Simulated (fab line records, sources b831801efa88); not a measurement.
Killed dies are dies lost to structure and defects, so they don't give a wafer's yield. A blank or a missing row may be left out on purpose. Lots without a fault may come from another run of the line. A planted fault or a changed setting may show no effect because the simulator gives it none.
Which tool did it? | flow gf180mcu | 11 lots, 33 wafers sampled, at 6 steps of a route of 602

WHAT THE GAUGES READ, wafer by wafer
GF_PSD_RS_MEAS_14: measures by four-point-probe.
lot  | measured     | on            | NSD_RS (ohm/sq)
L217 | day 14 05:00 | film_metro-02 | 45.98 46.11 46.06
L218 | day 14 11:19 | film_metro-01 | 46.22 46.21 46.20
L219 | day 15 00:58 | film_metro-04 | 46.16 46.08 46.10
L225 | day 16 23:30 | film_metro-04 | 48.67 48.65 48.62
L227 | day 17 22:16 | film_metro-04 | 48.66 48.67 48.69
L230 | day 18 15:56 | film_metro-04 | 46.08 46.19 46.17
L231 | day 19 04:56 | film_metro-04 | 46.18 46.07 46.18
L232 | day 19 13:31 | film_metro-01 | 46.12 46.18 46.14
L233 | day 20 00:32 | film_metro-02 | 46.10 46.08 46.18
L238 | day 21 13:16 | film_metro-04 | 46.02 46.03 45.99
L240 | day 22 14:23 | film_metro-04 | 46.26 46.06 46.20

GF_CONTACT_THK_MEAS_26: measures by xrf.
lot  | measured     | on            | CONTACT_W_THK (nm)
L217 | day 16 02:09 | film_metro-03 | 308 307 308
L218 | day 16 08:58 | film_metro-03 | 313 312 308
L219 | day 16 23:27 | film_metro-03 | 305 302 306
L225 | day 19 01:05 | film_metro-03 | 312 311 311
L227 | day 20 00:04 | film_metro-03 | 311 303 305
L230 | day 20 18:29 | film_metro-03 | 307 308 306
L231 | day 21 08:31 | film_metro-03 | 310 309 308
L232 | day 21 16:17 | film_metro-01 | 303 310 310
L233 | day 22 02:48 | film_metro-01 | 306 311 308
L238 | day 23 14:05 | film_metro-04 | 311 309 313
L240 | day 24 14:26 | film_metro-01 | 306 310 309

WHICH TOOL RAN EACH LOT (tool, then ch and the chambers of the sampled wafers, then the start)
lot  | GF_VT_IMPLANT_STRIP_42               | GF_NSD_IMPLANT_09               | GF_NSD_STRIP_11                      | GF_CONTACT_STRIP_18
L217 | plasma_asher-01 ch 0,1, day 7 13:59  | implanter-03 ch 0, day 13 08:28 | plasma_asher-01 ch 0,1, day 13 08:46 | plasma_asher-01 ch 0,1, day 16 01:32
L218 | plasma_asher-01 ch 0,1, day 7 18:09  | implanter-03 ch 0, day 13 14:10 | plasma_asher-01 ch 0,1, day 13 14:26 | plasma_asher-01 ch 1, day 16 08:20
L219 | plasma_asher-02 ch 0,1, day 8 03:46  | implanter-01 ch 0, day 14 03:23 | plasma_asher-01 ch 0,1, day 14 03:38 | plasma_asher-04 ch 0,1, day 16 22:43
L225 | plasma_asher-03 ch 0,1, day 9 19:29  | implanter-03 ch 0, day 16 00:14 | plasma_asher-01 ch 0,1, day 16 00:32 | plasma_asher-01 ch 0,1, day 19 00:28
L227 | plasma_asher-03 ch 0,1, day 10 11:44 | implanter-03 ch 0, day 16 22:08 | plasma_asher-02 ch 0,1, day 16 22:25 | plasma_asher-02 ch 0,1, day 19 23:28
L230 | plasma_asher-01 ch 0,1, day 11 02:59 | implanter-02 ch 0, day 17 15:43 | plasma_asher-02 ch 0,1, day 17 15:58 | plasma_asher-02 ch 0,1, day 20 17:51
L231 | plasma_asher-03 ch 0,1, day 11 11:51 | implanter-02 ch 0, day 18 03:53 | plasma_asher-03 ch 0,1, day 18 04:08 | plasma_asher-02 ch 0,1, day 21 07:47
L232 | plasma_asher-02 ch 1, day 11 20:12   | implanter-01 ch 0, day 18 12:23 | plasma_asher-03 ch 0, day 18 12:41   | plasma_asher-04 ch 0,1, day 21 15:40
L233 | plasma_asher-03 ch 0,1, day 12 00:56 | implanter-01 ch 0, day 18 22:54 | plasma_asher-03 ch 0,1, day 18 23:12 | plasma_asher-02 ch 0,1, day 22 02:11
L238 | plasma_asher-03 ch 0,1, day 13 09:52 | implanter-03 ch 0, day 20 12:28 | plasma_asher-01 ch 0,1, day 20 12:46 | plasma_asher-04 ch 0,1, day 23 13:28
L240 | plasma_asher-03 ch 0,1, day 14 07:03 | implanter-01 ch 0, day 21 14:14 | plasma_asher-01 ch 1, day 21 14:30   | plasma_asher-02 ch 0,1, day 24 13:49
- GF_VT_IMPLANT_STRIP_42: strips in O2/N2.
- GF_NSD_IMPLANT_09
- GF_NSD_STRIP_11: strips in O2/N2.
- GF_CONTACT_STRIP_18: strips in O2/N2.

WHAT THE TOOLS THEMSELVES READ (means of the sampled wafers that have a number; where no wafer has one, the mark that the record gives instead)
GF_VT_IMPLANT_STRIP_42.
lot  | tool            | drypump_motor_current_A (A) | heater_power_w (W) | oes_product_au (a.u.) | strip_time_to_endpoint_s (s)
L217 | plasma_asher-01 | 6.1                         | 319                | 0.711                 | 12.62
L218 | plasma_asher-01 | 6.1                         | 305                | 0.715                 | 12.61
L219 | plasma_asher-02 | 5.0                         | 307                | 0.714                 | 12.63
L225 | plasma_asher-03 | 6.3                         | 283                | 0.713                 | 12.64
L227 | plasma_asher-03 | 6.1                         | 290                | 0.720                 | 12.59
L230 | plasma_asher-01 | 6.1                         | 320                | 0.719                 | 12.66
L231 | plasma_asher-03 | 6.1                         | 294                | 0.714                 | 12.63
L232 | plasma_asher-02 | 4.9                         | 318                | 0.720                 | 12.61
L233 | plasma_asher-03 | 6.2                         | 296                | 0.717                 | 12.63
L238 | plasma_asher-03 | 6.3                         | 286                | 0.720                 | 12.61
L240 | plasma_asher-03 | 6.1                         | 297                | 0.718                 | 12.67

GF_NSD_IMPLANT_09.
lot  | tool         | beam_energy_keV | beam_on_s (s) | dose_ions_cm2
L217 | implanter-03 | 59.994          | 20.3          | 3.997e+15
L218 | implanter-03 | 60.013          | 20.0          | 3.995e+15
L219 | implanter-01 | 59.994          | 16.8          | 4.002e+15
L225 | implanter-03 | 59.972          | 14.1          | 2.807e+15
L227 | implanter-03 | 60.002          | 14.0          | 2.803e+15
L230 | implanter-02 | 60.004          | 21.0          | 3.994e+15
L231 | implanter-02 | 59.987          | 20.9          | 4.002e+15
L232 | implanter-01 | 59.996          | 16.9          | 4.003e+15
L233 | implanter-01 | 59.999          | 17.2          | 4.001e+15
L238 | implanter-03 | 59.983          | 20.3          | 4.005e+15
L240 | implanter-01 | 60.025          | 17.1          | 3.999e+15

GF_NSD_STRIP_11.
lot  | tool            | drypump_motor_current_A (A) | heater_power_w (W) | oes_product_au (a.u.) | strip_time_to_endpoint_s (s)
L217 | plasma_asher-01 | 6.1                         | 309                | 0.488                 | 22.93
L218 | plasma_asher-01 | 6.1                         | 318                | 0.487                 | 23.03
L219 | plasma_asher-01 | 6.1                         | 300                | 0.489                 | 22.99
L225 | plasma_asher-01 | 6.0                         | 302                | 0.507                 | 21.64
L227 | plasma_asher-02 | 5.2                         | 299                | 0.501                 | 21.65
L230 | plasma_asher-02 | 5.0                         | 313                | 0.493                 | 22.99
L231 | plasma_asher-03 | 6.3                         | 285                | 0.489                 | 22.96
L232 | plasma_asher-03 | 6.4                         | 279                | 0.488                 | 22.92
L233 | plasma_asher-03 | 6.3                         | 284                | 0.484                 | 22.96
L238 | plasma_asher-01 | 6.1                         | 317                | 0.486                 | 22.94
L240 | plasma_asher-01 | 6.0                         | 296                | 0.487                 | 22.97

GF_CONTACT_STRIP_18.
lot  | tool            | drypump_motor_current_A (A) | heater_power_w (W) | oes_product_au (a.u.)
L217 | plasma_asher-01 | 6.1                         | 309                | 0.581
L218 | plasma_asher-01 | 6.1                         | 294                | 0.581
L219 | plasma_asher-04 | 5.5                         | 300                | 0.582
L225 | plasma_asher-01 | 6.1                         | 317                | 0.581
L227 | plasma_asher-02 | 5.0                         | 317                | 0.576
L230 | plasma_asher-02 | 5.2                         | 300                | 0.577
L231 | plasma_asher-02 | 5.0                         | 314                | 0.580
L232 | plasma_asher-04 | 5.2                         | 291                | 0.572
L233 | plasma_asher-02 | 5.0                         | 313                | 0.576
L238 | plasma_asher-04 | 5.5                         | 298                | 0.579
L240 | plasma_asher-02 | 5.0                         | 315                | 0.584

THE ANSWER, worked out from the rows above alone
Rule: what is usual is taken from the lots themselves. Put in order of their means at a reading, lots are off if they are a third of the lots or fewer, leave a main group of 4 or more, and stand apart from it by a gap of 3 or more times the standard deviation of the main group's means; of several such gaps the widest counts. A main group whose means are all the same, to the digits that the tables above print for the reading, isn't used. A lot without any number at a reading at which 4 lots or more have one is off too. The other lots that the step has rows for count as sound. The gauges are gone through in route order, then the tools' own readings, and for those a lot's mean is taken as printed above. The first step at which some lot is off is used, and at that step the reading that is off furthest; a lot without a number counts as furthest.
Off: L225, L227, at GF_PSD_RS_MEAS_14 (NSD_RS). The main group: mean 46.12 ohm/sq, standard deviation 0.057.
A tool fits if, at a process step before that reading, it ran every lot that is off, and no sound lot after the first of them. The gauges at GF_PSD_RS_MEAS_14 aren't tried: what is off there is off at GF_NSD_IMPLANT_09 too, on other tools, and a gauge's error can't cause that. None of those tried fits.

WHAT THE SIMULATOR HAD PUT IN
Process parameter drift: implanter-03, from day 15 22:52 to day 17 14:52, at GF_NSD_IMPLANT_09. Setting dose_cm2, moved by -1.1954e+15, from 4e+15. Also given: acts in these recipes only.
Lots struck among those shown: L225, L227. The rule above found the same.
